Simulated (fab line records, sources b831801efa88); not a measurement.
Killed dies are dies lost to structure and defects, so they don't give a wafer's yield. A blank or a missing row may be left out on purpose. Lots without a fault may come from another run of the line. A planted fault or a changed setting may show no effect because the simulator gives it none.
Which tool did it? | flow gf180mcu | 14 lots, 42 wafers sampled, at 4 steps of a route of 602

WHAT THE GAUGES READ, wafer by wafer
GF_TOP_METAL_THK_MEAS_06: measures by xrf. Usual: TOP_METAL_ALCU_THK 907 nm, standard deviation 11.
lot  | measured     | on            | TOP_METAL_ALCU_THK (nm) | flag
L652 | day 27 22:31 | film_metro-04 | 915 913 908             |
L653 | day 28 09:50 | film_metro-04 | 904 906 898             |
L654 | day 28 13:57 | film_metro-02 | 893 890 894             |
L655 | day 28 14:36 | film_metro-04 | 886 881 889             |
L656 | day 28 17:37 | film_metro-04 | 930 901 900             |
L658 | day 29 04:40 | film_metro-03 | 925 913 918             |
L657 | day 29 08:08 | film_metro-04 | 908 917 910             |
L660 | day 29 18:47 | film_metro-03 | 891 902 897             |
L661 | day 30 02:07 | film_metro-02 | 904 907 899             |
L659 | day 30 02:50 | film_metro-04 | 919 923 911             |
L662 | day 30 10:05 | film_metro-02 | 921 922 923             |
L666 | day 31 07:37 | film_metro-02 | 911 907 907             |
L669 | day 32 06:19 | film_metro-02 | 907 907 891             |
L671 | day 32 14:47 | film_metro-04 | 916 904 914             |

GF_PASSIVATION_BOW_MEAS_14. Usual: PASSIVATION_BOW 135 um, standard deviation 9.7.
lot  | measured     | on            | PASSIVATION_BOW (um) | flag
L652 | day 29 15:46 | film_metro-03 | 125 129 115          |
L653 | day 30 03:08 | film_metro-03 | 121 126 134          |
L654 | day 30 06:43 | film_metro-03 | 142 129 136          |
L655 | day 30 07:50 | film_metro-02 | 130 144 120          |
L656 | day 30 11:20 | film_metro-03 | 123 133 145          |
L658 | day 30 21:14 | film_metro-02 | 123 134 124          |
L657 | day 31 00:18 | film_metro-02 | 140 142 129          |
L660 | day 31 10:23 | film_metro-01 | 112 115 116          |
L661 | day 31 16:32 | film_metro-03 | 122 123 136          |
L659 | day 31 17:38 | film_metro-01 | 126 130 130          |
L662 | day 32 01:01 | film_metro-02 | 131 138 132          |
L666 | day 32 20:53 | film_metro-03 | 135 146 137          |
L669 | day 33 17:01 | film_metro-02 | 133 138 142          |
L671 | day 34 01:04 | film_metro-03 | 140 145 134          |

WHICH TOOL RAN EACH LOT (tool, then ch and the chambers of the sampled wafers, then the start)
lot  | GF_SALICIDE_SPUTTER_03       | GF_TOP_METAL_SPUTTER_04
L652 | pvd_sputter-04, day 15 21:52 | pvd_sputter-01, day 27 22:22
L653 | pvd_sputter-04, day 16 05:53 | pvd_sputter-01, day 28 09:40
L654 | pvd_sputter-04, day 16 14:21 | pvd_sputter-01, day 28 13:47
L655 | pvd_sputter-04, day 16 15:04 | pvd_sputter-04, day 28 14:27
L656 | pvd_sputter-01, day 16 17:46 | pvd_sputter-02, day 28 17:28
L658 | pvd_sputter-04, day 17 06:47 | pvd_sputter-02, day 29 04:31
L657 | pvd_sputter-04, day 17 09:56 | pvd_sputter-04, day 29 07:58
L660 | pvd_sputter-04, day 18 01:10 | pvd_sputter-01, day 29 18:38
L661 | pvd_sputter-04, day 18 09:31 | pvd_sputter-01, day 30 01:58
L659 | pvd_sputter-01, day 18 09:58 | pvd_sputter-02, day 30 02:42
L662 | pvd_sputter-01, day 18 19:00 | pvd_sputter-02, day 30 09:56
L666 | pvd_sputter-04, day 19 23:29 | pvd_sputter-04, day 31 07:28
L669 | pvd_sputter-04, day 21 06:14 | pvd_sputter-02, day 32 06:10
L671 | pvd_sputter-02, day 21 18:22 | pvd_sputter-01, day 32 14:38
- GF_SALICIDE_SPUTTER_03: material TiN, target thk 20 nm, time 16.44 s.
- GF_TOP_METAL_SPUTTER_04: material TiN, target thk 25 nm, time 20.8 s.

WHAT THE TOOLS THEMSELVES READ (means of the sampled wafers that have a number; where no wafer has one, the mark that the record gives instead)
GF_SALICIDE_SPUTTER_03. Usual: cathode_dc_power_W 6500.1 W, standard deviation 1.2; throttle_valve_pct 30.3 %, standard deviation 1.1.
lot  | tool           | cathode_dc_power_W (W) | throttle_valve_pct (%) | flag
L652 | pvd_sputter-04 | 6499.8                 | 30.8                   |
L653 | pvd_sputter-04 | 6499.2                 | 31.0                   |
L654 | pvd_sputter-04 | 6500.4                 | 30.7                   |
L655 | pvd_sputter-04 | 6499.3                 | 30.3                   |
L656 | pvd_sputter-01 | 6499.6                 | 30.0                   |
L658 | pvd_sputter-04 | 6500.3                 | 31.0                   |
L657 | pvd_sputter-04 | 6499.8                 | 30.8                   |
L660 | pvd_sputter-04 | 6499.0                 | 30.8                   |
L661 | pvd_sputter-04 | 6500.2                 | 30.8                   |
L659 | pvd_sputter-01 | 6498.2                 | 30.2                   |
L662 | pvd_sputter-01 | 6500.7                 | 29.1                   |
L666 | pvd_sputter-04 | 6500.1                 | 30.6                   |
L669 | pvd_sputter-04 | 6499.7                 | 30.4                   |
L671 | pvd_sputter-02 | 6501.4                 | 29.7                   |

GF_TOP_METAL_SPUTTER_04. Usual: cathode_dc_power_W 6500.1 W, standard deviation 1; throttle_valve_pct 29.8 %, standard deviation 1.1.
lot  | tool           | cathode_dc_power_W (W) | throttle_valve_pct (%) | flag
L652 | pvd_sputter-01 | 6499.6                 | 28.7                   |
L653 | pvd_sputter-01 | 6499.9                 | 27.7                   |
L654 | pvd_sputter-01 | 6499.9                 | 28.5                   |
L655 | pvd_sputter-04 | 6500.1                 | 30.6                   |
L656 | pvd_sputter-02 | 6499.3                 | 29.8                   |
L658 | pvd_sputter-02 | 6499.7                 | 29.7                   |
L657 | pvd_sputter-04 | 6500.1                 | 31.2                   |
L660 | pvd_sputter-01 | 6501.1                 | 29.6                   |
L661 | pvd_sputter-01 | 6499.1                 | 29.9                   |
L659 | pvd_sputter-02 | 6500.3                 | 29.1                   |
L662 | pvd_sputter-02 | 6499.9                 | 30.0                   |
L666 | pvd_sputter-04 | 6500.1                 | 30.6                   |
L669 | pvd_sputter-02 | 6500.1                 | 29.2                   |
L671 | pvd_sputter-01 | 6500.1                 | 28.6                   |

THE ANSWER, worked out from the rows above alone
Rule: a lot is off if the mean of its wafers that have a number lies more than 3 standard deviations from the usual mean. A lot without any number at a reading at which 4 lots or more have one is off too. The other lots that the step has rows for count as sound. The gauges are gone through in route order, then the tools' own readings, and for those a lot's mean is taken as printed above. The first step at which some lot is off is used, and at that step the reading that is off furthest; a lot without a number counts as furthest.
No lot is off at any reading shown: from this, nothing can be told.

WHAT THE SIMULATOR HAD PUT IN
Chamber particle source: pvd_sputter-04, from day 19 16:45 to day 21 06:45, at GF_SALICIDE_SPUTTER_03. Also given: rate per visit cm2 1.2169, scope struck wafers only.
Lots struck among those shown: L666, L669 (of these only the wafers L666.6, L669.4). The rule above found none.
